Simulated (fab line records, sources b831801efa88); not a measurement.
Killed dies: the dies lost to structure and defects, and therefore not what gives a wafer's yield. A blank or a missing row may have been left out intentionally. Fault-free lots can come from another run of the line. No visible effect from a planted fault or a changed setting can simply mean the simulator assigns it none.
Which tool is to blame?	flow gf180mcu	36 wafers from 13 lots sampled at 5 of the route's 602 steps

WHAT EACH GAUGE READ, for each wafer
GF_SAB_CD_MEAS_09: the cd target is 420 nm.
lot	measured	on	cd nm (nm)
L515	day 15 00:44	cd sem-01	419.5 420.8 419.1
L516	day 15 08:13	cd sem-02	417.0 417.8 420.0
L518	day 16 10:34	cd sem-01	422.3 422.5 422.7
L519	day 16 19:01	cd sem-02	420.5 419.8 419.7
L520	day 17 02:49	cd sem-02	421.2 417.7 418.1
L522	day 17 16:30	cd sem-02	417.6 416.9 417.8
L523	day 18 03:20	cd sem-01	420.4 421.7 422.0
L525	day 18 21:39	cd sem-01	421.9 418.2 417.3
L529	day 20 05:49	cd sem-01	421.1 421.1
L530	day 20 14:59	cd sem-02	421.4 422.7
L531	day 21 03:26	cd sem-02	420.5 422.4
L536	day 22 19:13	cd sem-02	420.4 421.0 422.3
L537	day 23 00:01	cd sem-02	417.6 417.9 420.2

GF_V1_THK_MEAS_01.
lot	measured	on	V1_CVD_00_THK (nm)
L515	day 17 02:00	film metro-04	603 599 601
L516	day 17 08:42	film metro-02	598 593 605
L518	day 18 13:31	film metro-02	590 602 608
L519	day 18 21:38	film metro-04	606 593 603
L520	day 19 05:50	film metro-04	588 592 591
L522	day 19 20:28	film metro-03	593 598 596
L523	day 20 07:55	film metro-04	593 594 595
L525	day 21 00:57	film metro-03	594 595 594
L529	day 22 09:18	film metro-04	600 601
L530	day 22 17:43	film metro-04	596 595
L531	day 23 05:19	film metro-03	606 608
L536	day 24 19:13	film metro-04	594 599 598
L537	day 25 00:37	film metro-03	597 607 599

WHICH TOOL RAN EACH LOT (tool, then ch and the chambers of the sampled wafers, then the start)
lot	GF_STI_ETCH_14	GF_STI_STRIP_15	GF_SALICIDE_RTA_06
L515	rie si-01 ch 2,3, day 2 01:17	plasma asher-02 ch 0,1, day 2 01:23	rtp anneal-02 ch 0, day 15 01:28
L516	rie si-02 ch 2,3, day 2 05:52	plasma asher-01 ch 0,1, day 2 05:58	rtp anneal-01 ch 0, day 15 08:58
L518	rie si-02 ch 2,3, day 2 16:51	plasma asher-02 ch 0,1, day 2 16:56	rtp anneal-01 ch 0, day 16 11:17
L519	rie si-02 ch 1,2, day 2 22:22	plasma asher-01 ch 1, day 2 22:26	rtp anneal-01 ch 0, day 16 19:46
L520	rie si-01 ch 0,2, day 3 06:49	plasma asher-03 ch 0,1, day 3 06:53	rtp anneal-01 ch 0, day 17 03:32
L522	rie si-01 ch 0,2,3, day 3 14:13	plasma asher-02 ch 0,1, day 3 14:17	rtp anneal-02 ch 0, day 17 17:15
L523	rie si-01 ch 0,3, day 3 18:50	plasma asher-02 ch 0,1, day 3 18:55	rtp anneal-01 ch 0, day 18 04:04
L525	rie si-02 ch 0,1, day 4 04:58	plasma asher-02 ch 0,1, day 4 05:04	rtp anneal-01 ch 0, day 18 22:23
L529	rie si-01 ch 0,3, day 5 01:40	plasma asher-02 ch 0, day 5 01:44	rtp anneal-01 ch 0, day 20 06:34
L530	rie si-01 ch 3, day 5 09:16	plasma asher-01 ch 0,1, day 5 09:20	rtp anneal-02 ch 0, day 20 15:43
L531	rie si-01 ch 0,3, day 5 15:37	plasma asher-01 ch 0, day 5 15:41	rtp anneal-02 ch 0, day 21 04:10
L536	rie si-02 ch 0,2,3, day 6 14:17	plasma asher-03 ch 0,1, day 6 14:21	rtp anneal-02 ch 0, day 22 19:57
L537	rie si-02 ch 0,1,3, day 6 18:43	plasma asher-03 ch 0,1, day 6 18:49	rtp anneal-02 ch 0, day 23 00:44
- GF_STI_ETCH_14: etches Si in HBr/Cl2/O2, target depth 360 nm, time 102.9 s.
- GF_STI_STRIP_15: strips in O2/N2.
- GF_SALICIDE_RTA_06: time 30 s.

AS READ BY THE TOOLS THEMSELVES (means over the sampled wafers that have a number; for cases with no such wafer, the mark the record gives instead)
GF_STI_ETCH_14.
lot	tool	drypump motor current A (A)	oes product au (a.u.)	throttle valve pct (%)
L515	rie si-01	5.3	0.994	25.674
L516	rie si-02	5.7	0.992	25.657
L518	rie si-02	5.3	0.985	25.665
L519	rie si-02	5.2	0.996	25.654
L520	rie si-01	5.1	0.987	25.660
L522	rie si-01	5.2	0.998	25.665
L523	rie si-01	5.1	0.994	25.664
L525	rie si-02	5.5	0.990	25.660
L529	rie si-01	5.2	0.868	25.749
L530	rie si-01	5.4	0.854	25.748
L531	rie si-01	5.2	0.859	25.752
L536	rie si-02	5.5	0.998	25.665
L537	rie si-02	5.7	0.986	25.676

GF_STI_STRIP_15.
lot	tool	drypump motor current A (A)	heater power w (W)	oes product au (a.u.)	strip time to endpoint s (s)
L515	plasma asher-02	5.7	340	0.386	3.77
L516	plasma asher-01	5.5	392	0.384	3.78
L518	plasma asher-02	6.2	339	0.381	3.78
L519	plasma asher-01	5.4	308	0.384	3.77
L520	plasma asher-03	6.2	355	0.389	3.84
L522	plasma asher-02	5.7	343	0.384	3.78
L523	plasma asher-02	5.7	347	0.380	3.69
L525	plasma asher-02	6.2	337	0.386	3.79
L529	plasma asher-02	5.2	362	0.395	4.08
L530	plasma asher-01	5.6	368	0.391	3.97
L531	plasma asher-01	5.6	422	0.399	4.04
L536	plasma asher-03	6.0	346	0.393	3.76
L537	plasma asher-03	5.9	347	0.391	3.83

GF_SALICIDE_RTA_06.
lot	tool	lamp power pct (%)	wafer_temp_C_max
L515	rtp anneal-02	6.4	531.7
L516	rtp anneal-01	7.2	532.6
L518	rtp anneal-01	7.2	532.5
L519	rtp anneal-01	7.2	532.4
L520	rtp anneal-01	7.2	531.9
L522	rtp anneal-02	6.4	531.7
L523	rtp anneal-01	7.2	532.2
L525	rtp anneal-01	7.2	532.3
L529	rtp anneal-01	7.2	531.8
L530	rtp anneal-02	6.4	532.2
L531	rtp anneal-02	6.4	531.5
L536	rtp anneal-02	6.4	531.9
L537	rtp anneal-02	6.4	532.4

THE ANSWER, worked out from the rows above alone
Rule: the usual values come from the lots themselves. The widest of any qualifying gaps counts: lots, ordered by their means at a reading, are off when they make up no more than a third of the lots, leave a main group of 4 or more, and stand apart from it by 3 or more times the standard deviation of that group's means. If all means in a main group match to the digits the tables above print for the reading, that group is not used. Also off: a lot with no number at a reading for which 4 or more lots have one. All remaining lots with rows at the step are treated as sound. After the gauges, taken in route order, come the tools' own readings; for these a lot's mean is taken, as printed above. The first step at which some lot is off is used, and at that step the reading that is off furthest; a lot without a number counts as furthest.
Off: L529, L530, L531 (GF_STI_ETCH_14, oes product au). For the main group the mean is 0.992 a.u. and the standard deviation 0.0046.
If a tool, at that step or one of the process steps before it, ran each lot that is off and ran no sound lot following the first of them, it fits. One candidate fits, namely rie si-01 at GF_STI_ETCH_14. A fault onset in the window from L523 (day 3 18:50, its last sound lot) to L529 (day 5 01:40, its first lot off) fits.
The tool's own readings at GF_STI_ETCH_14 bear it out: on the lots that are off they differ by more than 5 times the standard deviation of the sound lots' means. oes product au reads 0.860 a.u. there against 0.992 a.u. on the sound lots; throttle valve pct reads 25.750 % there against 25.664 % on the sound lots.

WHAT HAD BEEN PUT IN BY THE SIMULATOR
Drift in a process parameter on rie si-01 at GF_STI_ETCH_14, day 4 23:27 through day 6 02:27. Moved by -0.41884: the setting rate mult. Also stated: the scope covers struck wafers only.
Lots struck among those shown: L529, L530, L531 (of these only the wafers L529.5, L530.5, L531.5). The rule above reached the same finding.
